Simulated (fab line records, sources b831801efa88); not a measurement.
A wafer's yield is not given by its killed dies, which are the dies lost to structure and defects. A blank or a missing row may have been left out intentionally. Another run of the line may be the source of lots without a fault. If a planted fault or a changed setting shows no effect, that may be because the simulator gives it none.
fab line records ; flow gf180mcu
[record] lots = 24; wafers = 72; last_day = 34
route steps=602 shown POLY_GATE@158 M1@330 V1@360 M2@376 M3@412
lots that met no fault: taken from a fault-free run of the same line
start_h: start of the lot's first displayed wafer, in hours after the record's first day ; wait_h: how many hours have passed since the lot's step before this one ; " identical to the entry in the row above ; L1.1+2: one row covering several wafers at once ; - value missing, or start not given ; * or withheld: withheld ; < > ~ a bound
route shown NAME@n: names a module that has steps shown in the file, with the first one's number in the route ; usual: mean and standard deviation over wafers with no fault ; same: alike in all rows ; chamber/n: place in a boat ; sites: the reading at each site ; _std_site: the values' standard deviation ; _edge_site: mean of outer sites minus mean of inner sites ; radius_mm: for every site, how far away it sits from the centre of the wafer ; mask NAME#n: copy n ; behind: the last tool/chamber to shape the wafer ; hold: what put the lot on hold/how long, in hours/how the hold closed ; device: the n, p or np transistor that did not switch ; end of line: tests of these same wafers at the route's end ; where a step has no rows: the recipe by itself ; killed: dies lost to structure and defects at the first sort, not the wafer's yield ; map: per-die view of a wafer (x killed, . not killed, _ where there is no die)
set.NAME: setting as actually run; set.NAME@STEP: the setting as run at that earlier step ; model.NAME: the simulator's own value behind a step, which no gauge read
route steps across a sampled set of lots; one table per step, one row per wafer
services: from which hour (start_h, from the record's first day; less than 0 if before it) a tool's chamber was out of use, for how many hours, and why
[[steps]]
[step GF_POLY_GATE_THK_MEAS_01]
[recipe] reads = poly-Si_of_POLY_GATE_CVD_00
[usual] POLY_GATE_CVD_00_THK = 201.5/1.9
lot.wafer;tool;chamber;start_h;wait_h;POLY_GATE_CVD_00_THK[nm]
L074.1;film_metro-01;-;179.40;0.0;201.4
L074.5;film_metro-01;-;179.40;0.0;202.2
L074.6;film_metro-01;-;179.40;0.0;202.8
L075.2;film_metro-02;-;182.67;0.0;199.4
L075.4;film_metro-02;-;182.67;0.0;198.6
L075.6;film_metro-02;-;182.67;0.0;199.6
L076.1;film_metro-03;-;189.89;0.0;203.6
L076.4;film_metro-03;-;189.89;0.0;201.7
L076.5;film_metro-03;-;189.89;0.0;201.6
L077.3;film_metro-03;-;196.93;0.0;201.7
L077.4;film_metro-03;-;196.93;0.0;201.8
L077.6;film_metro-03;-;196.93;0.0;201.9
L078.2;film_metro-01;-;205.00;0.0;200.4
L078.3;film_metro-01;-;205.00;0.0;202.5
L078.5;film_metro-01;-;205.00;0.0;201.6
L079.3;film_metro-02;-;213.01;0.0;196.7
L079.4;film_metro-02;-;213.01;0.0;198.1
L079.6;film_metro-02;-;213.01;0.0;196.8
L080.4;film_metro-02;-;221.19;0.0;201.2
L080.5;film_metro-02;-;221.19;0.0;201.0
L080.6;film_metro-02;-;221.19;0.0;201.6
L081.2;film_metro-02;-;231.54;0.0;200.6
L081.4;film_metro-02;-;231.54;0.0;201.5
L081.5;film_metro-02;-;231.54;0.0;202.9
L082.4;film_metro-01;-;235.99;0.1;199.8
L082.5;film_metro-01;-;235.99;0.1;201.1
L082.6;film_metro-01;-;235.99;0.1;200.5
L083.4;film_metro-01;-;240.52;0.0;199.6
L083.5;film_metro-01;-;240.52;0.0;201.1
L083.6;film_metro-01;-;240.52;0.0;200.4
L084.1;film_metro-02;-;252.36;0.0;201.6
L084.3;film_metro-02;-;252.36;0.0;201.5
L084.4;film_metro-02;-;252.36;0.0;201.2
L085.1;film_metro-03;-;264.89;0.0;204.2
L085.3;film_metro-03;-;264.89;0.0;203.3
L085.5;film_metro-03;-;264.89;0.0;202.8
L086.4;film_metro-03;-;275.72;0.0;199.4
L086.5;film_metro-03;-;275.72;0.0;201.2
L086.6;film_metro-03;-;275.72;0.0;199.4
L087.3;film_metro-02;-;277.27;0.0;203.2
L087.4;film_metro-02;-;277.27;0.0;203.6
L087.5;film_metro-02;-;277.27;0.0;203.4
L088.2;film_metro-02;-;282.10;0.0;205.2
L088.3;film_metro-02;-;282.10;0.0;205.3
L088.5;film_metro-02;-;282.10;0.0;204.7
L089.1;film_metro-03;-;291.19;0.0;201.7
L089.2;film_metro-03;-;291.19;0.0;201.5
L089.3;film_metro-03;-;291.19;0.0;201.4
L090.1;film_metro-03;-;294.68;0.0;206.2
L090.4;film_metro-03;-;294.68;0.0;203.9
L090.6;film_metro-03;-;294.68;0.0;204.2
L091.3;film_metro-03;-;306.53;0.0;203.5
L091.4;film_metro-03;-;306.53;0.0;202.0
L091.6;film_metro-03;-;306.53;0.0;203.5
L092.1;film_metro-01;-;309.51;0.0;200.4
L092.4;film_metro-01;-;309.51;0.0;201.4
L092.6;film_metro-01;-;309.51;0.0;201.6
L093.3;film_metro-02;-;311.38;0.0;202.7
L093.4;film_metro-02;-;311.38;0.0;200.7
L093.6;film_metro-02;-;311.38;0.0;203.1
L094.1;film_metro-01;-;317.88;0.0;200.9
L094.2;film_metro-01;-;317.88;0.0;202.1
L094.4;film_metro-01;-;317.88;0.0;201.2
L095.2;film_metro-01;-;322.61;0.0;200.4
L095.5;film_metro-01;-;322.61;0.0;199.8
L095.6;film_metro-01;-;322.61;0.0;199.9
L096.3;film_metro-02;-;331.55;0.0;198.6
L096.4;film_metro-02;-;331.55;0.0;197.7
L096.6;film_metro-02;-;331.55;0.0;197.1
L097.3;film_metro-02;-;339.60;0.0;199.6
L097.4;film_metro-02;-;339.60;0.0;199.4
L097.5;film_metro-02;-;339.60;0.0;200.9
[step GF_M1_OVL_MEAS_15]
[usual] M1_OVL = -2/5.1
lot.wafer;tool;chamber;start_h;wait_h;M1_OVL[nm]
L074.1;overlay-01;-;385.81;0.1;-7
L074.5;overlay-01;-;385.81;0.1;-7
L074.6;overlay-01;-;385.81;0.1;-8
L075.2;overlay-02;-;389.71;0.1;-6
L075.4;overlay-02;-;389.71;0.1;-3
L075.6;overlay-02;-;389.71;0.1;-2
L076.1;overlay-02;-;400.61;0.1;1
L076.4;overlay-02;-;400.61;0.1;8
L076.5;overlay-02;-;400.61;0.1;7
L077.3;overlay-02;-;408.04;0.1;6
L077.4;overlay-02;-;408.04;0.1;-1
L077.6;overlay-02;-;408.04;0.1;-5
L078.2;overlay-01;-;420.53;0.1;4
L078.3;overlay-01;-;420.53;0.1;-1
L078.5;overlay-01;-;420.53;0.1;-4
L079.3;overlay-02;-;436.57;0.1;3
L079.4;overlay-02;-;436.57;0.1;4
L079.6;overlay-02;-;436.57;0.1;2
L080.4;overlay-01;-;444.39;0.1;-3
L080.5;overlay-01;-;444.39;0.1;-3
L080.6;overlay-01;-;444.39;0.1;-7
L081.2;overlay-01;-;456.03;0.1;-7
L081.4;overlay-01;-;456.03;0.1;-6
L081.5;overlay-01;-;456.03;0.1;-7
L082.4;overlay-01;-;460.14;0.1;2
L082.5;overlay-01;-;460.14;0.1;-4
L082.6;overlay-01;-;460.14;0.1;-1
L083.4;overlay-02;-;467.97;0.1;2
L083.5;overlay-02;-;467.97;0.1;7
L083.6;overlay-02;-;467.97;0.1;4
L084.1;overlay-02;-;482.56;0.1;-3
L084.3;overlay-02;-;482.56;0.1;-2
L084.4;overlay-02;-;482.56;0.1;0
L085.1;overlay-02;-;498.96;0.1;-3
L085.3;overlay-02;-;498.96;0.1;-4
L085.5;overlay-02;-;498.96;0.1;-4
L086.4;overlay-02;-;511.34;0.1;5
L086.5;overlay-02;-;511.34;0.1;1
L086.6;overlay-02;-;511.34;0.1;1
L087.3;overlay-02;-;514.53;0.1;-5
L087.4;overlay-02;-;514.53;0.1;-4
L087.5;overlay-02;-;514.53;0.1;-5
L088.2;overlay-01;-;518.26;0.1;0
L088.3;overlay-01;-;518.26;0.1;-6
L088.5;overlay-01;-;518.26;0.1;-1
L089.1;overlay-01;-;528.06;0.1;-15
L089.2;overlay-01;-;528.06;0.1;-9
L089.3;overlay-01;-;528.06;0.1;-7
L090.1;overlay-02;-;531.67;0.1;-8
L090.4;overlay-02;-;531.67;0.1;-4
L090.6;overlay-02;-;531.67;0.1;-6
L091.3;overlay-01;-;543.78;0.1;0
L091.4;overlay-01;-;543.78;0.1;3
L091.6;overlay-01;-;543.78;0.1;-1
L092.1;overlay-02;-;548.67;0.1;6
L092.4;overlay-02;-;548.67;0.1;10
L092.6;overlay-02;-;548.67;0.1;6
L093.3;overlay-02;-;549.75;0.1;2
L093.4;overlay-02;-;549.75;0.1;2
L093.6;overlay-02;-;549.75;0.1;4
L094.1;overlay-01;-;558.46;0.1;-3
L094.2;overlay-01;-;558.46;0.1;-5
L094.4;overlay-01;-;558.46;0.1;-2
L095.2;overlay-01;-;562.96;0.1;4
L095.5;overlay-01;-;562.96;0.1;-1
L095.6;overlay-01;-;562.96;0.1;0
L096.3;overlay-01;-;572.23;0.1;-8
L096.4;overlay-01;-;572.23;0.1;-6
L096.6;overlay-01;-;572.23;0.1;-7
L097.3;overlay-01;-;577.92;0.1;-3
L097.4;overlay-01;-;577.92;0.1;-3
L097.5;overlay-01;-;577.92;0.1;2
[step GF_V1_THK_MEAS_25]
[recipe] thk_meas_gauge = xrf; reads = W_of_V1_CVD_23
[usual] V1_W_THK = 348/5.1
lot.wafer;tool;chamber;start_h;wait_h;V1_W_THK[nm]
L074.1;film_metro-03;-;411.16;0.1;352
L074.5;film_metro-03;-;411.16;0.1;344
L074.6;film_metro-03;-;411.16;0.1;351
L075.2;film_metro-03;-;415.40;0.1;345
L075.4;film_metro-03;-;415.40;0.1;350
L075.6;film_metro-03;-;415.40;0.1;344
L076.1;film_metro-02;-;426.99;0.1;351
L076.4;film_metro-02;-;426.99;0.1;354
L076.5;film_metro-02;-;426.99;0.1;352
L077.3;film_metro-02;-;434.27;0.1;350
L077.4;film_metro-02;-;434.27;0.1;347
L077.6;film_metro-02;-;434.27;0.1;350
L078.2;film_metro-03;-;446.71;0.1;342
L078.3;film_metro-03;-;446.71;0.1;344
L078.5;film_metro-03;-;446.71;0.1;340
L079.3;film_metro-02;-;463.11;0.1;347
L079.4;film_metro-02;-;463.11;0.1;346
L079.6;film_metro-02;-;463.11;0.1;345
L080.4;film_metro-02;-;470.74;0.1;346
L080.5;film_metro-02;-;470.74;0.1;350
L080.6;film_metro-02;-;470.74;0.1;345
L081.2;film_metro-02;-;482.02;0.1;360
L081.4;film_metro-02;-;482.02;0.1;359
L081.5;film_metro-02;-;482.02;0.1;356
L082.4;film_metro-04;-;486.72;0.1;342
L082.5;film_metro-04;-;486.72;0.1;341
L082.6;film_metro-04;-;486.72;0.1;346
L083.4;film_metro-02;-;494.42;0.1;352
L083.5;film_metro-02;-;494.42;0.1;353
L083.6;film_metro-02;-;494.42;0.1;350
L084.1;film_metro-04;-;507.70;0.1;347
L084.3;film_metro-04;-;507.70;0.1;343
L084.4;film_metro-04;-;507.70;0.1;346
L085.1;film_metro-04;-;524.70;0.1;338
L085.3;film_metro-04;-;524.70;0.1;343
L085.5;film_metro-04;-;524.70;0.1;343
L086.4;film_metro-02;-;536.94;0.1;355
L086.5;film_metro-02;-;536.94;0.1;353
L086.6;film_metro-02;-;536.94;0.1;352
L087.3;film_metro-04;-;539.96;0.1;345
L087.4;film_metro-04;-;539.96;0.1;343
L087.5;film_metro-04;-;539.96;0.1;344
L088.2;film_metro-04;-;543.20;0.1;344
L088.3;film_metro-04;-;543.20;0.1;340
L088.5;film_metro-04;-;543.20;0.1;345
L089.1;film_metro-03;-;553.19;0.1;350
L089.2;film_metro-03;-;553.19;0.1;350
L089.3;film_metro-03;-;553.19;0.1;349
L090.1;film_metro-03;-;556.85;0.1;346
L090.4;film_metro-03;-;556.85;0.1;353
L090.6;film_metro-03;-;556.85;0.1;354
L091.3;film_metro-02;-;568.22;0.1;350
L091.4;film_metro-02;-;568.22;0.1;354
L091.6;film_metro-02;-;568.22;0.1;350
L092.1;film_metro-04;-;572.89;0.1;346
L092.4;film_metro-04;-;572.89;0.1;344
L092.6;film_metro-04;-;572.89;0.1;347
L093.3;film_metro-02;-;574.50;0.1;349
L093.4;film_metro-02;-;574.50;0.1;351
L093.6;film_metro-02;-;574.50;0.1;353
L094.1;film_metro-03;-;582.71;0.1;345
L094.2;film_metro-03;-;582.71;0.1;352
L094.4;film_metro-03;-;582.71;0.1;357
L095.2;film_metro-03;-;587.13;0.1;345
L095.5;film_metro-03;-;587.13;0.1;348
L095.6;film_metro-03;-;587.13;0.1;345
L096.3;film_metro-03;-;596.46;0.1;358
L096.4;film_metro-03;-;596.46;0.1;350
L096.6;film_metro-03;-;596.46;0.1;356
L097.3;film_metro-02;-;601.71;0.1;352
L097.4;film_metro-02;-;601.71;0.1;349
L097.5;film_metro-02;-;601.71;0.1;347
[step GF_M2_CD_MEAS_14]
[recipe] target_cd_nm = 280
[usual] cd_nm = 280.1/1.3
lot.wafer;tool;chamber;start_h;wait_h;cd_nm
L074.1;cd_sem-01;-;435.39;0.1;278.6
L074.5;cd_sem-01;-;435.39;0.1;279.9
L074.6;cd_sem-01;-;435.39;0.1;280.1
L075.2;cd_sem-02;-;440.07;0.1;283.6
L075.4;cd_sem-02;-;440.07;0.1;283.6
L075.6;cd_sem-02;-;440.07;0.1;283.5
L076.1;cd_sem-02;-;451.45;0.1;281.2
L076.4;cd_sem-02;-;451.45;0.1;281.6
L076.5;cd_sem-02;-;451.45;0.1;281.7
L077.3;cd_sem-02;-;458.74;0.1;279.9
L077.4;cd_sem-02;-;458.74;0.1;280.2
L077.6;cd_sem-02;-;458.74;0.1;280.2
L078.2;cd_sem-02;-;470.52;0.1;280.7
L078.3;cd_sem-02;-;470.52;0.1;281.3
L078.5;cd_sem-02;-;470.52;0.1;280.0
L079.3;cd_sem-02;-;487.84;0.1;281.6
L079.4;cd_sem-02;-;487.84;0.1;280.4
L079.6;cd_sem-02;-;487.84;0.1;281.0
L080.4;cd_sem-02;-;494.81;0.1;280.6
L080.5;cd_sem-02;-;494.81;0.1;279.2
L080.6;cd_sem-02;-;494.81;0.1;280.6
L081.2;cd_sem-01;-;504.97;0.1;279.1
L081.4;cd_sem-01;-;504.97;0.1;278.8
L081.5;cd_sem-01;-;504.97;0.1;278.2
L082.4;cd_sem-01;-;510.80;0.1;280.3
L082.5;cd_sem-01;-;510.80;0.1;281.6
L082.6;cd_sem-01;-;510.80;0.1;280.4
L083.4;cd_sem-01;-;518.46;0.1;278.4
L083.5;cd_sem-01;-;518.46;0.1;278.5
L083.6;cd_sem-01;-;518.46;0.1;279.5
L084.1;cd_sem-01;-;530.90;0.1;278.7
L084.3;cd_sem-01;-;530.90;0.1;278.3
L084.4;cd_sem-01;-;530.90;0.1;278.0
L085.1;cd_sem-02;-;547.30;0.1;281.1
L085.3;cd_sem-02;-;547.30;0.1;281.4
L085.5;cd_sem-02;-;547.30;0.1;280.6
L086.4;cd_sem-01;-;560.10;0.1;279.6
L086.5;cd_sem-01;-;560.10;0.1;280.1
L086.6;cd_sem-01;-;560.10;0.1;278.5
L087.3;cd_sem-02;-;563.04;0.1;280.5
L087.4;cd_sem-02;-;563.04;0.1;280.3
L087.5;cd_sem-02;-;563.04;0.1;280.4
L088.2;cd_sem-01;-;566.06;0.1;280.5
L088.3;cd_sem-01;-;566.06;0.1;281.7
L088.5;cd_sem-01;-;566.06;0.1;280.9
L089.1;cd_sem-01;-;576.24;0.1;278.1
L089.2;cd_sem-01;-;576.24;0.1;278.7
L089.3;cd_sem-01;-;576.24;0.1;280.1
L090.1;cd_sem-01;-;579.10;0.1;279.0
L090.4;cd_sem-01;-;579.10;0.1;280.1
L090.6;cd_sem-01;-;579.10;0.1;279.2
L091.3;cd_sem-02;-;590.38;0.1;278.2
L091.4;cd_sem-02;-;590.38;0.1;279.7
L091.6;cd_sem-02;-;590.38;0.1;278.2
L092.1;cd_sem-02;-;594.84;0.1;280.5
L092.4;cd_sem-02;-;594.84;0.1;281.0
L092.6;cd_sem-02;-;594.84;0.1;280.9
L093.3;cd_sem-02;-;596.64;0.1;279.6
L093.4;cd_sem-02;-;596.64;0.1;279.8
L093.6;cd_sem-02;-;596.64;0.1;278.5
L094.1;cd_sem-01;-;603.99;0.1;279.8
L094.2;cd_sem-01;-;603.99;0.1;280.2
L094.4;cd_sem-01;-;603.99;0.1;278.2
L095.2;cd_sem-01;-;608.37;0.1;279.0
L095.5;cd_sem-01;-;608.37;0.1;279.4
L095.6;cd_sem-01;-;608.37;0.1;280.2
L096.3;cd_sem-02;-;618.04;0.1;281.0
L096.4;cd_sem-02;-;618.04;0.1;280.3
L096.6;cd_sem-02;-;618.04;0.1;279.6
L097.3;cd_sem-02;-;622.44;0.1;279.8
L097.4;cd_sem-02;-;622.44;0.1;278.8
L097.5;cd_sem-02;-;622.44;0.1;280.0
[step GF_M3_SPUTTER_03]
[recipe] material = Ti; target_thk_nm = 10; substrate_temp_c = 300; chamber_pressure_pa = 0.3109; power_w = 3000; time_s = 6.7
[usual] cathode_dc_power_W = 3000.1/0.59; throttle_valve_pct = 30.2/1.2
[same] time_s = 6.7
lot.wafer;tool;chamber;start_h;wait_h;cathode_dc_power_W;throttle_valve_pct
L074.1;pvd_sputter-04;-;462.09;0.0;3000.0;31.6
L074.5;pvd_sputter-04;-;462.09;0.0;2999.5;29.5
L074.6;pvd_sputter-04;-;462.09;0.0;3001.1;29.4
L075.2;pvd_sputter-02;-;467.02;0.0;2999.9;29.4
L075.4;pvd_sputter-02;-;467.02;0.0;3000.6;31.5
L075.6;pvd_sputter-02;-;467.02;0.0;3001.1;31.4
L076.1;pvd_sputter-02;-;479.22;0.0;3000.1;28.3
L076.4;pvd_sputter-02;-;479.22;0.0;2998.8;31.5
L076.5;pvd_sputter-02;-;479.22;0.0;3000.5;28.1
L077.3;pvd_sputter-02;-;485.92;0.0;2999.9;31.1
L077.4;pvd_sputter-02;-;485.92;0.0;3000.8;28.4
L077.6;pvd_sputter-02;-;485.92;0.0;3000.3;28.5
L078.2;pvd_sputter-02;-;497.37;0.0;3000.7;31.3
L078.3;pvd_sputter-02;-;497.37;0.0;2999.1;29.8
L078.5;pvd_sputter-02;-;497.37;0.0;2999.2;29.7
L079.3;pvd_sputter-01;-;514.26;0.0;3000.5;28.8
L079.4;pvd_sputter-01;-;514.26;0.0;3000.3;32.7
L079.6;pvd_sputter-01;-;514.26;0.0;3000.0;29.2
L080.4;pvd_sputter-04;-;521.06;0.0;2999.6;31.6
L080.5;pvd_sputter-04;-;521.06;0.0;3000.0;29.4
L080.6;pvd_sputter-04;-;521.06;0.0;2999.3;29.5
L081.2;pvd_sputter-02;-;531.51;0.0;3000.7;31.4
L081.4;pvd_sputter-02;-;531.51;0.0;3000.3;31.8
L081.5;pvd_sputter-02;-;531.51;0.0;3000.1;31.9
L082.4;pvd_sputter-04;-;536.84;0.0;3000.7;29.5
L082.5;pvd_sputter-04;-;536.84;0.0;3000.0;30.3
L082.6;pvd_sputter-04;-;536.84;0.0;2999.3;31.5
L083.4;pvd_sputter-02;-;544.02;0.0;3000.2;31.6
L083.5;pvd_sputter-02;-;544.02;0.0;3000.7;29.8
L083.6;pvd_sputter-02;-;544.02;0.0;2998.8;31.3
L084.1;pvd_sputter-04;-;556.77;0.0;2999.1;31.6
L084.3;pvd_sputter-04;-;556.77;0.0;3000.3;29.3
L084.4;pvd_sputter-04;-;556.77;0.0;3000.5;29.1
L085.1;pvd_sputter-02;-;572.33;0.0;3000.3;28.7
L085.3;pvd_sputter-02;-;572.33;0.0;3000.4;31.5
L085.5;pvd_sputter-02;-;572.33;0.0;3000.0;29.7
L086.4;pvd_sputter-02;-;584.52;0.0;2998.4;29.8
L086.5;pvd_sputter-02;-;584.52;0.0;3000.7;31.7
L086.6;pvd_sputter-02;-;584.52;0.0;3000.3;29.6
L087.3;pvd_sputter-04;-;588.05;0.0;3000.4;30.4
L087.4;pvd_sputter-04;-;588.05;0.0;3000.5;29.4
L087.5;pvd_sputter-04;-;588.05;0.0;2999.4;29.6
L088.2;pvd_sputter-02;-;590.90;0.0;3000.8;31.5
L088.3;pvd_sputter-02;-;590.90;0.0;2999.9;31.8
L088.5;pvd_sputter-02;-;590.90;0.0;2999.7;31.5
L089.1;pvd_sputter-02;-;600.99;0.0;3000.6;31.4
L089.2;pvd_sputter-02;-;600.99;0.0;3000.0;30.0
L089.3;pvd_sputter-02;-;600.99;0.0;3000.3;28.1
L090.1;pvd_sputter-02;-;603.76;0.0;2999.8;28.6
L090.4;pvd_sputter-02;-;603.76;0.0;3000.9;31.7
L090.6;pvd_sputter-02;-;603.76;0.0;2999.8;31.4
L091.3;pvd_sputter-01;-;614.36;0.0;2999.5;29.8
L091.4;pvd_sputter-01;-;614.36;0.0;3000.6;32.6
L091.6;pvd_sputter-01;-;614.36;0.0;3000.7;28.8
L092.1;pvd_sputter-04;-;619.04;0.0;3000.2;29.6
L092.4;pvd_sputter-04;-;619.04;0.0;2999.9;30.5
L092.6;pvd_sputter-04;-;619.04;0.0;3000.1;29.4
L093.3;pvd_sputter-02;-;621.34;0.0;3000.1;29.8
L093.4;pvd_sputter-02;-;621.34;0.0;2999.5;31.1
L093.6;pvd_sputter-02;-;621.34;0.0;3000.5;31.5
L094.1;pvd_sputter-02;-;627.92;0.0;2999.5;29.5
L094.2;pvd_sputter-02;-;627.92;0.0;3000.0;28.4
L094.4;pvd_sputter-02;-;627.92;0.0;2999.7;31.6
L095.2;pvd_sputter-04;-;632.61;0.0;2999.3;30.6
L095.5;pvd_sputter-04;-;632.61;0.0;3000.8;29.4
L095.6;pvd_sputter-04;-;632.61;0.0;3000.3;31.4
L096.3;pvd_sputter-01;-;641.52;0.0;2999.2;29.2
L096.4;pvd_sputter-01;-;641.52;0.0;3000.9;28.7
L096.6;pvd_sputter-01;-;641.52;0.0;3000.4;28.8
L097.3;pvd_sputter-01;-;645.67;0.0;2999.5;32.5
L097.4;pvd_sputter-01;-;645.67;0.0;3000.8;28.8
L097.5;pvd_sputter-01;-;645.67;0.0;3000.4;30.0
[step GF_M3_METAL_ETCH_16]
[recipe] chemistry = Cl2/BCl3; mask_material = KrF; target_depth_nm = 627.5; stop_on = SiO2; pressure_mtorr = 8; icp_w = 800; bias_w = 140; Cl2_flow_sccm = 80; bcl3_flow_sccm = 40; time_s = 104.6
[usual] drypump_motor_current_A = 5.7/0.53; oes_product_au = 0.974/0.0069; throttle_valve_pct = 28.247/0.01
[same] time_s = 104.6
lot.wafer;tool;chamber;start_h;wait_h;drypump_motor_current_A;oes_product_au;rf_hours_counter_h;throttle_valve_pct
L074.1;rie_metal-01;1;486.49;0.0;6.4;0.975;10;28.247
L074.5;rie_metal-01;0;486.49;0.0;6.1;0.967;-;28.245
L074.6;rie_metal-01;1;486.49;0.0;6.4;0.971;-;28.260
L075.2;rie_metal-02;0;490.83;0.1;5.0;0.975;-;28.245
L075.4;rie_metal-02;0;490.83;0.1;5.0;0.968;-;28.254
L075.6;rie_metal-02;0;490.83;0.1;5.0;0.972;-;28.249
L076.1;rie_metal-02;1;503.19;0.0;5.0;0.971;3;28.238
L076.4;rie_metal-02;1;503.19;0.0;5.0;0.981;-;28.244
L076.5;rie_metal-02;1;503.19;0.0;5.0;0.966;-;28.245
L077.3;rie_metal-01;0;509.63;0.1;6.1;0.968;-;28.241
L077.4;rie_metal-01;1;509.63;0.1;6.4;0.962;-;28.240
L077.6;rie_metal-01;1;509.63;0.1;6.4;0.963;-;28.252
L078.2;rie_metal-01;1;520.46;0.0;6.4;0.971;10;28.257
L078.3;rie_metal-01;1;520.46;0.0;6.4;0.980;-;28.244
L078.5;rie_metal-01;0;520.46;0.0;6.1;0.974;-;28.252
L079.3;rie_metal-03;1;537.43;0.1;5.8;0.956;-;28.248
L079.4;rie_metal-03;0;537.43;0.1;5.8;0.964;-;28.267
L079.6;rie_metal-03;0;537.43;0.1;5.8;0.972;-;28.260
L080.4;rie_metal-01;0;544.20;0.0;6.1;0.981;-;28.241
L080.5;rie_metal-01;0;544.20;0.0;6.1;0.968;-;28.252
L080.6;rie_metal-01;1;544.20;0.0;6.4;0.977;-;28.251
L081.2;rie_metal-02;0;554.39;0.0;5.0;0.979;6;28.227
L081.4;rie_metal-02;0;554.39;0.0;5.0;0.975;-;28.253
L081.5;rie_metal-02;0;554.39;0.0;5.1;0.982;-;28.244
L082.4;rie_metal-03;1;559.65;0.0;5.8;0.962;-;28.281
L082.5;rie_metal-03;0;559.65;0.0;5.8;0.965;-;28.261
L082.6;rie_metal-03;1;559.65;0.0;5.8;0.966;-;28.249
L083.4;rie_metal-03;0;565.95;0.0;5.8;0.978;-;28.260
L083.5;rie_metal-03;1;565.95;0.0;5.8;0.965;-;28.258
L083.6;rie_metal-03;0;565.95;0.0;5.8;0.983;-;28.233
L084.1;rie_metal-02;1;578.51;0.0;5.0;0.982;6;28.242
L084.3;rie_metal-02;0;578.51;0.0;5.0;0.974;-;28.231
L084.4;rie_metal-02;1;578.51;0.0;5.0;0.990;-;28.238
L085.1;rie_metal-03;0;593.69;0.0;5.8;0.968;11;28.247
L085.3;rie_metal-03;1;593.69;0.0;5.8;0.960;-;28.256
L085.5;rie_metal-03;0;593.69;0.0;5.8;0.978;-;28.235
L086.4;rie_metal-03;0;605.70;0.0;5.8;0.983;-;28.228
L086.5;rie_metal-03;0;605.70;0.0;5.8;0.974;-;28.244
L086.6;rie_metal-03;1;605.70;0.0;5.8;0.981;-;28.248
L087.3;rie_metal-02;1;609.18;0.1;5.0;0.964;-;28.261
L087.4;rie_metal-02;1;609.18;0.1;5.0;0.980;-;28.233
L087.5;rie_metal-02;1;609.18;0.1;5.0;0.979;-;28.246
L088.2;rie_metal-01;0;612.23;0.1;6.1;0.975;-;28.250
L088.3;rie_metal-01;0;612.23;0.1;6.1;0.981;-;28.241
L088.5;rie_metal-01;0;612.23;0.1;6.1;0.976;-;28.243
L089.1;rie_metal-02;0;622.21;0.0;5.1;0.972;8;28.256
L089.2;rie_metal-02;1;622.21;0.0;5.0;0.980;7;28.241
L089.3;rie_metal-02;1;622.21;0.0;5.0;0.979;-;28.260
L090.1;rie_metal-03;0;624.79;0.0;5.8;0.967;12;28.247
L090.4;rie_metal-03;1;624.79;0.0;5.8;0.973;-;28.247
L090.6;rie_metal-03;1;624.79;0.0;5.8;0.980;-;28.252
L091.3;rie_metal-01;1;635.18;0.1;6.4;0.978;-;28.240
L091.4;rie_metal-01;1;635.18;0.1;6.4;0.969;-;28.251
L091.6;rie_metal-01;1;635.18;0.1;6.4;0.975;-;28.243
L092.1;rie_metal-02;1;639.49;0.0;5.0;0.967;7;28.244
L092.4;rie_metal-02;1;639.49;0.0;5.0;0.966;-;28.243
L092.6;rie_metal-02;0;639.49;0.0;5.0;0.980;-;28.225
L093.3;rie_metal-02;0;641.64;0.1;5.0;0.976;-;28.240
L093.4;rie_metal-02;1;641.64;0.1;5.0;0.969;-;28.251
L093.6;rie_metal-02;0;641.64;0.1;5.0;0.973;-;28.246
L094.1;rie_metal-01;1;647.99;0.0;6.4;0.993;1;28.233
L094.2;rie_metal-01;1;647.99;0.0;6.4;0.984;-;28.237
L094.4;rie_metal-01;1;647.99;0.0;6.4;0.976;-;28.238
L095.2;rie_metal-02;1;652.31;0.0;5.0;0.974;8;28.253
L095.5;rie_metal-02;0;652.31;0.0;5.0;0.979;-;28.231
L095.6;rie_metal-02;1;652.31;0.0;5.0;0.975;-;28.258
L096.3;rie_metal-03;1;661.18;0.1;5.8;0.969;-;28.267
L096.4;rie_metal-03;1;661.18;0.1;5.8;0.964;-;28.252
L096.6;rie_metal-03;1;661.18;0.1;5.8;0.972;-;28.249
L097.3;rie_metal-01;1;665.34;0.1;6.4;0.974;-;28.259
L097.4;rie_metal-01;0;665.34;0.1;6.1;0.954;-;28.250
L097.5;rie_metal-01;0;665.34;0.1;6.1;0.975;-;28.246
[[services]]
tool;chamber;start_h;hours;kind
rie_metal-03;1;453.69;-;clean
rie_metal-03;1;453.69;10.4;scheduled_down
rie_metal-03;1;453.69;10.4;vent_cycle
rie_metal-01;1;466.26;2.3;repair
pvd_sputter-02;0;467.08;-;consumable_replace:kit
pvd_sputter-02;0;467.08;18.0;scheduled_down
pvd_sputter-02;0;467.08;18.0;vent_cycle
rie_metal-02;1;478.15;17.9;repair
rie_metal-01;-;497.11;8.3;repair
rie_metal-03;-;565.56;0.1;repair
pvd_sputter-04;2;597.02;-;consumable_replace:kit
pvd_sputter-01;-;598.81;3.0;repair
rie_metal-01;-;605.44;5.8;repair
rie_metal-02;0;606.87;5.2;repair
rie_metal-01;1;611.26;-;clean
rie_metal-01;1;611.26;20.4;scheduled_down
rie_metal-01;1;611.26;20.4;vent_cycle
pvd_sputter-02;-;616.38;2.8;repair
pvd_sputter-01;-;621.42;2.4;repair
rie_metal-01;0;631.62;-;clean
rie_metal-01;0;631.62;29.7;scheduled_down
rie_metal-01;0;631.62;29.7;vent_cycle
pvd_sputter-02;-;641.09;61.8;repair
rie_metal-03;0;659.05;3.8;repair
[[key]]
fault none
